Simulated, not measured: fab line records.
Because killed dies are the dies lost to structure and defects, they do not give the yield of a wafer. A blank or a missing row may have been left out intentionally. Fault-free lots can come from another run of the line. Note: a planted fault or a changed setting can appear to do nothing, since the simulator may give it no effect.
Lot-split experiment ; flow sfqLine ; route with 325 steps; 5 lots, 23 wafers read

## ABOUT THE SPLIT
At SFQ_TRILAYER_I0_DEP_PECVD_027 (deposits SiO2 from SiH4/N2O, time 111.11 s, target thk 500 nm), the setting timeS was moved away from the recipe's 111.11 s on 11 of the 23 wafers read, by -12.1% to +14.6%. The other wafers ran this setting at the recipe's value.

The reading is taken at the split's own step.

## THE READING
SiO2_of_TRILAYER_I0_DEP_PECVD_027.thkNm (the simulator's own value, which no gauge read), in nm, at SFQ_TRILAYER_I0_DEP_PECVD_027 (deposits SiO2 from SiH4/N2O, time 111.11 s, target thk 500 nm). There is no usual value for it anywhere in the file. Across the 12 wafers here that went through the recipe, the average is 496.9 nm and the standard deviation 6.4 nm.

wafer;tool, chamber at the split;timeS as run, s;against the recipe;SiO2_of_TRILAYER_I0_DEP_PECVD_027.thkNm, nm;against lot-mates on the recipe
L074.1;pecvd-01, 1;104.3;-6.1%;464.8;-34.2
L074.2;pecvd-01, 2;104.3;-6.1%;465.1;-33.9
L074.3;pecvd-01, 0;111.11;recipe;494.9;-
L074.4;pecvd-01, 1;104.3;-6.1%;471.4;-27.6
L074.5;pecvd-01, 2;111.11;recipe;503.1;-
L075.1;pecvd-01, 1;111.11;recipe;487.1;-
L075.2;pecvd-01, 2;111.11;recipe;484.9;-
L075.4;pecvd-01, 0;111.11;recipe;493.2;-
L079.1;pecvd-02, 1;111.11;recipe;500.8;-
L079.3;pecvd-02, 2;111.11;recipe;503.6;-
L079.4;pecvd-02, 1;97.69;-12.1%;442.6;-59.2
L079.5;pecvd-02, 0;111.11;recipe;501.1;-
L079.6;pecvd-02, 2;97.69;-12.1%;450.6;-51.2
L081.2;pecvd-01, 1;111.11;recipe;493.1;-
L081.3;pecvd-01, 2;127.3;+14.6%;566.8;+72.9
L081.4;pecvd-01, 2;127.3;+14.6%;574.5;+80.6
L081.5;pecvd-01, 0;127.3;+14.6%;568.4;+74.5
L081.6;pecvd-01, 1;111.11;recipe;494.7;-
L084.1;pecvd-03, 0;101.8;-8.4%;468.2;-35.1
L084.2;pecvd-03, 1;101.8;-8.4%;456.2;-47.1
L084.3;pecvd-03, 2;111.11;recipe;500.7;-
L084.4;pecvd-03, 1;101.8;-8.4%;462.5;-40.8
L084.5;pecvd-03, 0;111.11;recipe;505.8;-

FIT RESULTS
A straight line over all 23 wafers: SiO2_of_TRILAYER_I0_DEP_PECVD_027.thkNm changes by +4.68 nm for each +1% of timeS; r = +0.99; the points scatter about the line by 6.2 nm.
The same after taking each lot's own level away (the mean of its wafers on the recipe; 23 wafers): +5.03 nm for each +1%; r = +0.99; scatter 4 nm.
According to that fit, moving timeS by its largest amount changes the reading by 73 nm.
The lots' own levels span 488.40 to 503.25 nm, that is 2.3 times the standard deviation above.
The two slopes agree, so the slope changes little with the lot-to-lot level.
Check: for one of the wafers moved furthest among these (+14.6%), held out of the fit, the line's prediction against its lot-mates is +74.5 nm. Against them it came out at +72.9 nm.

## OTHER SPLITS ON THESE WAFERS
These wafers also went through other splits before the reading. Each is held against what the fit with the lots' levels taken away leaves over:
other split on the same wafers;wafers away from the commonest value;r with SiO2_of_TRILAYER_I0_DEP_PECVD_027.thkNm (lot level and that fit taken away)
SFQ_TRILAYER_L0_DEP_SPUTTER_003 timeS;4;+0.35
SFQ_TRILAYER_L0_LITHO_COAT_005 resistThkNm;8;-0.07
SFQ_TRILAYER_L0_VIA_LITHO_PEB_016 pebTempC;7;-0.17
SFQ_TRILAYER_M0_LITHO_COAT_021 resistThkNm;10;-0.37

## FILE'S OWN FIT
SiO2_of_TRILAYER_I0_DEP_PECVD_027.thkNm changes by +4.97 nm for each +1% of timeS, r = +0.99.
